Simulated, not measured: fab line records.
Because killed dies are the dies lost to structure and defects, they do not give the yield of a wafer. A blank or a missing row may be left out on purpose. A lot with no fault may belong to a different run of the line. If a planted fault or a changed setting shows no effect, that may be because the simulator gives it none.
Split-lot trial || flow sky130 || 5 lots, 23 wafers read, on a route of 708 steps

SPLIT DETAILS
At SKY_CAPM_COAT_07 (resist thk 1140 nm), the setting spin rpm was moved away from the recipe's 3000 rpm on 6 of the 23 wafers read, by -6.0% to +5.4%. All remaining wafers had this setting at the recipe value.

FROM THE SPLIT TO THE READING: what the file shows between them, 3 steps
- SKY_CAPM_SOFTBAKE_08: time 60 s
- SKY_CAPM_EXPOSE_09: exposes mask CAPM, target cd 1000 nm
- SKY_CAPM_DEVELOP_11: develop time 60 s

THE READING
NOVOLAK_of_CAPM_COAT_07.thk nm (the simulator's own value, which no gauge read), in nm, at SKY_CAPM_METAL_ETCH_13 (etches TiN in Cl2/BCl3, stops on SiO2, target depth 220 nm, time 62.9 s). The file does not state a usual value for it. The 17 wafers here that ran the recipe average 993.3 nm, standard deviation 4.3 nm.

{"wafer": "L074.2", "tool, chamber at the split": "litho track-03, 0", "spin rpm as run, rpm": 3000, "against the recipe": "recipe", "NOVOLAK_of_CAPM_COAT_07.thk nm, nm": 999.1, "against lot-mates on the recipe": "-"}
{"wafer": "L074.4", "tool, chamber at the split": "litho track-03, 0", "spin rpm as run, rpm": 3000, "against the recipe": "recipe", "NOVOLAK_of_CAPM_COAT_07.thk nm, nm": 996.5, "against lot-mates on the recipe": "-"}
{"wafer": "L074.5", "tool, chamber at the split": "litho track-03, 0", "spin rpm as run, rpm": 3000, "against the recipe": "recipe", "NOVOLAK_of_CAPM_COAT_07.thk nm, nm": 997.2, "against lot-mates on the recipe": "-"}
{"wafer": "L076.1", "tool, chamber at the split": "litho track-03, 0", "spin rpm as run, rpm": 3000, "against the recipe": "recipe", "NOVOLAK_of_CAPM_COAT_07.thk nm, nm": 990.4, "against lot-mates on the recipe": "-"}
{"wafer": "L076.2", "tool, chamber at the split": "litho track-03, 0", "spin rpm as run, rpm": 3000, "against the recipe": "recipe", "NOVOLAK_of_CAPM_COAT_07.thk nm, nm": 989.4, "against lot-mates on the recipe": "-"}
{"wafer": "L076.4", "tool, chamber at the split": "litho track-03, 0", "spin rpm as run, rpm": 3000, "against the recipe": "recipe", "NOVOLAK_of_CAPM_COAT_07.thk nm, nm": 992.4, "against lot-mates on the recipe": "-"}
{"wafer": "L076.5", "tool, chamber at the split": "litho track-03, 0", "spin rpm as run, rpm": 3000, "against the recipe": "recipe", "NOVOLAK_of_CAPM_COAT_07.thk nm, nm": 991.2, "against lot-mates on the recipe": "-"}
{"wafer": "L076.6", "tool, chamber at the split": "litho track-03, 0", "spin rpm as run, rpm": 3000, "against the recipe": "recipe", "NOVOLAK_of_CAPM_COAT_07.thk nm, nm": 993, "against lot-mates on the recipe": "-"}
{"wafer": "L081.1", "tool, chamber at the split": "litho track-01, 0", "spin rpm as run, rpm": 3161, "against the recipe": "+5.4%", "NOVOLAK_of_CAPM_COAT_07.thk nm, nm": 972.3, "against lot-mates on the recipe": -25.1}
{"wafer": "L081.2", "tool, chamber at the split": "litho track-01, 0", "spin rpm as run, rpm": 3000, "against the recipe": "recipe", "NOVOLAK_of_CAPM_COAT_07.thk nm, nm": 992.8, "against lot-mates on the recipe": "-"}
{"wafer": "L081.3", "tool, chamber at the split": "litho track-01, 0", "spin rpm as run, rpm": 3000, "against the recipe": "recipe", "NOVOLAK_of_CAPM_COAT_07.thk nm, nm": 1002, "against lot-mates on the recipe": "-"}
{"wafer": "L081.5", "tool, chamber at the split": "litho track-01, 0", "spin rpm as run, rpm": 3161, "against the recipe": "+5.4%", "NOVOLAK_of_CAPM_COAT_07.thk nm, nm": 965.4, "against lot-mates on the recipe": -32.0}
{"wafer": "L081.6", "tool, chamber at the split": "litho track-01, 0", "spin rpm as run, rpm": 3000, "against the recipe": "recipe", "NOVOLAK_of_CAPM_COAT_07.thk nm, nm": 997.4, "against lot-mates on the recipe": "-"}
{"wafer": "L083.1", "tool, chamber at the split": "litho track-04, 0", "spin rpm as run, rpm": 3000, "against the recipe": "recipe", "NOVOLAK_of_CAPM_COAT_07.thk nm, nm": 987.4, "against lot-mates on the recipe": "-"}
{"wafer": "L083.2", "tool, chamber at the split": "litho track-04, 0", "spin rpm as run, rpm": 2942, "against the recipe": "-1.9%", "NOVOLAK_of_CAPM_COAT_07.thk nm, nm": 1009, "against lot-mates on the recipe": "+19.7"}
{"wafer": "L083.3", "tool, chamber at the split": "litho track-04, 0", "spin rpm as run, rpm": 2942, "against the recipe": "-1.9%", "NOVOLAK_of_CAPM_COAT_07.thk nm, nm": 1007, "against lot-mates on the recipe": "+17.7"}
{"wafer": "L083.4", "tool, chamber at the split": "litho track-04, 0", "spin rpm as run, rpm": 3000, "against the recipe": "recipe", "NOVOLAK_of_CAPM_COAT_07.thk nm, nm": 985.7, "against lot-mates on the recipe": "-"}
{"wafer": "L083.6", "tool, chamber at the split": "litho track-04, 0", "spin rpm as run, rpm": 3000, "against the recipe": "recipe", "NOVOLAK_of_CAPM_COAT_07.thk nm, nm": 994.7, "against lot-mates on the recipe": "-"}
{"wafer": "L085.1", "tool, chamber at the split": "litho track-03, 0", "spin rpm as run, rpm": 2821, "against the recipe": "-6.0%", "NOVOLAK_of_CAPM_COAT_07.thk nm, nm": 1032, "against lot-mates on the recipe": "+39.6"}
{"wafer": "L085.2", "tool, chamber at the split": "litho track-03, 0", "spin rpm as run, rpm": 3000, "against the recipe": "recipe", "NOVOLAK_of_CAPM_COAT_07.thk nm, nm": 988.5, "against lot-mates on the recipe": "-"}
{"wafer": "L085.4", "tool, chamber at the split": "litho track-03, 0", "spin rpm as run, rpm": 2821, "against the recipe": "-6.0%", "NOVOLAK_of_CAPM_COAT_07.thk nm, nm": 1030, "against lot-mates on the recipe": "+37.6"}
{"wafer": "L085.5", "tool, chamber at the split": "litho track-03, 0", "spin rpm as run, rpm": 3000, "against the recipe": "recipe", "NOVOLAK_of_CAPM_COAT_07.thk nm, nm": 992, "against lot-mates on the recipe": "-"}
{"wafer": "L085.6", "tool, chamber at the split": "litho track-03, 0", "spin rpm as run, rpm": 3000, "against the recipe": "recipe", "NOVOLAK_of_CAPM_COAT_07.thk nm, nm": 996.7, "against lot-mates on the recipe": "-"}

FIT RESULTS
A straight line over all 23 wafers: NOVOLAK_of_CAPM_COAT_07.thk nm changes by -5.6 nm for each +1% of spin rpm; r = -0.95; the points scatter about the line by 4.6 nm.
The same after taking each lot's own level away (the mean of its wafers on the recipe; 23 wafers): -6.12 nm for each +1%; r = -0.97; scatter 3.6 nm.
Per that fit: largest spin rpm move, reading shift of 36 nm.
The lots' own levels span 989.27 to 997.60 nm, that is 1.9 times the standard deviation above.
Consequently the slope shifts little with the lot-to-lot level, the two slopes agreeing.
Check: with one of the wafers moved furthest among these (-6.0%) left out of the fit, the line predicts +36.9 nm for it against its lot-mates. Against them it came out at +39.6 nm.

ADDITIONAL SPLITS CARRIED BY THESE WAFERS
Before the reading, these wafers also passed through other splits. Each is held against what the fit with the lots' levels taken away leaves over:
{"other split on the same wafers": "SKY_VIA2_ETCH_14 time s", "wafers away from the commonest value": 11, "r with NOVOLAK_of_CAPM_COAT_07.thk nm (lot level and that fit taken away)": "+0.05"}

THE WHOLE CHAIN: every reading that the file lists as answering this split, in the file's order
{"step": "SKY_CAPM_COAT_07", "what it does": "resist thk 1140 nm", "reading": "NOVOLAK_of_CAPM_COAT_07.thk nm (the simulator's own value, which no gauge read)", "change (the file's fit)": "-5.87 nm for each +1% of the setting", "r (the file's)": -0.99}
{"step": "SKY_CAPM_METAL_ETCH_13", "what it does": "etches TiN in Cl2/BCl3, stops on SiO2, target depth 220 nm, time 62.9 s", "reading": "NOVOLAK_of_CAPM_COAT_07.thk nm (the simulator's own value, which no gauge read)", "change (the file's fit)": "-6.16 nm for each +1% of the setting", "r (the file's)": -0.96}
{"step": "SKY_CAPM_STRIP_14", "what it does": "strips in O2/N2", "reading": "strip time to endpoint s", "change (the file's fit)": "withheld for each +1% of the setting", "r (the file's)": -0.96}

FILE'S OWN FIT
NOVOLAK_of_CAPM_COAT_07.thk nm changes by -6.16 nm for each +1% of spin rpm, r = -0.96.
